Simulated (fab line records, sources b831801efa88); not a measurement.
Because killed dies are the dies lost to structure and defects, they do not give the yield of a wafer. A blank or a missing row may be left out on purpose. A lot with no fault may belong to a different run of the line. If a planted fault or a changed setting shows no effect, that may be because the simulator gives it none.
Which tool is to blame?	flow sky130	Sampling: 10 lots, 30 wafers, 5 of 708 route steps

== WHAT THE GAUGES SHOWED, per wafer ==
SKY_METAL2_RS_MEAS_05: the measuring method here is four-point-probe.
lot	measured	on	METAL2_ALCU_RS (ohm/sq)
L599	day 33 22:05	filmMetro-04	0.1252 0.1236 0.1248
L600	day 34 07:34	filmMetro-03	0.1247 0.1234 0.1243
L604	day 35 07:19	filmMetro-03	0.1249 0.1255 0.1251
L608	day 37 04:54	filmMetro-03	8.7192 8.6943 8.7870
L609	day 37 13:32	filmMetro-02	8.6385 8.7818 8.7810
L611	day 37 18:34	filmMetro-02	8.5936 8.5466 8.5804
L619	day 40 03:43	filmMetro-04	0.1252 0.1266 0.1249
L620	day 40 10:01	filmMetro-03	0.1264 0.1257 0.1281
L621	day 40 15:35	filmMetro-02	0.1262 0.1260 0.1249
L622	day 41 01:15	filmMetro-02	0.1230 0.1247 0.1240

== WHICH TOOL RAN EACH LOT (tool, then ch and the chambers of the sampled wafers, then the start) ==
lot	SKY_CONTACT_CMP_27	SKY_METAL2_SPUTTER_02	SKY_METAL2_SPUTTER_03	SKY_METAL2_SPUTTER_04
L599	cmp-01 ch 0,1,3, day 31 12:01	pvdSputter-04, day 33 21:58	pvdSputter-04, day 33 22:00	pvdSputter-04, day 33 22:01
L600	cmp-01 ch 0,1,2, day 31 22:02	pvdSputter-03, day 34 07:28	pvdSputter-03, day 34 07:30	pvdSputter-03, day 34 07:31
L604	cmp-02 ch 0,2,3, day 32 22:22	pvdSputter-04, day 35 07:11	pvdSputter-04, day 35 07:13	pvdSputter-04, day 35 07:14
L608	cmp-01 ch 0,2,3, day 34 21:16	pvdSputter-03, day 37 04:45	pvdSputter-03, day 37 04:47	pvdSputter-03, day 37 04:48
L609	cmp-01 ch 0,2, day 35 06:16	pvdSputter-01, day 37 13:27	pvdSputter-01, day 37 13:29	pvdSputter-01, day 37 13:30
L611	cmp-02 ch 1,2,3, day 35 10:57	pvdSputter-04, day 37 18:28	pvdSputter-04, day 37 18:29	pvdSputter-04, day 37 18:31
L619	cmp-01 ch 2,3, day 37 19:52	pvdSputter-04, day 40 03:37	pvdSputter-04, day 40 03:38	pvdSputter-04, day 40 03:40
L620	cmp-02 ch 0,2,3, day 38 05:52	pvdSputter-04, day 40 09:54	pvdSputter-04, day 40 09:55	pvdSputter-04, day 40 09:56
L621	cmp-02 ch 1,2,3, day 38 12:10	pvdSputter-03, day 40 15:29	pvdSputter-03, day 40 15:31	pvdSputter-03, day 40 15:31
L622	cmp-02 ch 0,1,3, day 38 15:37	pvdSputter-03, day 41 01:10	pvdSputter-03, day 41 01:11	pvdSputter-03, day 41 01:12
- SKY_CONTACT_CMP_27: polishes, stops on SiO2, t overpolish 15 s, target thk 0 nm.
- SKY_METAL2_SPUTTER_02: material AlCu, target thk 250 nm, time 13.3 s.
- SKY_METAL2_SPUTTER_03: material Ti, target thk 5 nm, time 3.3 s.
- SKY_METAL2_SPUTTER_04: material TiN, target thk 70 nm, time 58.3 s.

== THE ANSWER, worked out from the rows above alone ==
Rule: the usual values come from the lots themselves. The widest of any qualifying gaps counts: lots, ordered by their means at a reading, are off when they make up no more than a third of the lots, leave a main group of 4 or more, and stand apart from it by 3 or more times the standard deviation of that group's means. The tables above print the reading to a certain number of digits; a main group whose means all agree to those digits is not used. Also off: a lot with no number at a reading for which 4 or more lots have one. All remaining lots with rows at the step are treated as sound.
Off: at SKY_METAL2_RS_MEAS_05 (METAL2_ALCU_RS), L608, L609, L611. Main group: mean 0.1251 ohm/sq, sd 0.00092.
If a tool, at a process step before that reading, ran all the lots that are off and no sound lot after the first of them, it fits. The gauges at SKY_METAL2_RS_MEAS_05 are tried like those tools. None of those tried fits.

== WHAT THE SIMULATOR PUT IN ==
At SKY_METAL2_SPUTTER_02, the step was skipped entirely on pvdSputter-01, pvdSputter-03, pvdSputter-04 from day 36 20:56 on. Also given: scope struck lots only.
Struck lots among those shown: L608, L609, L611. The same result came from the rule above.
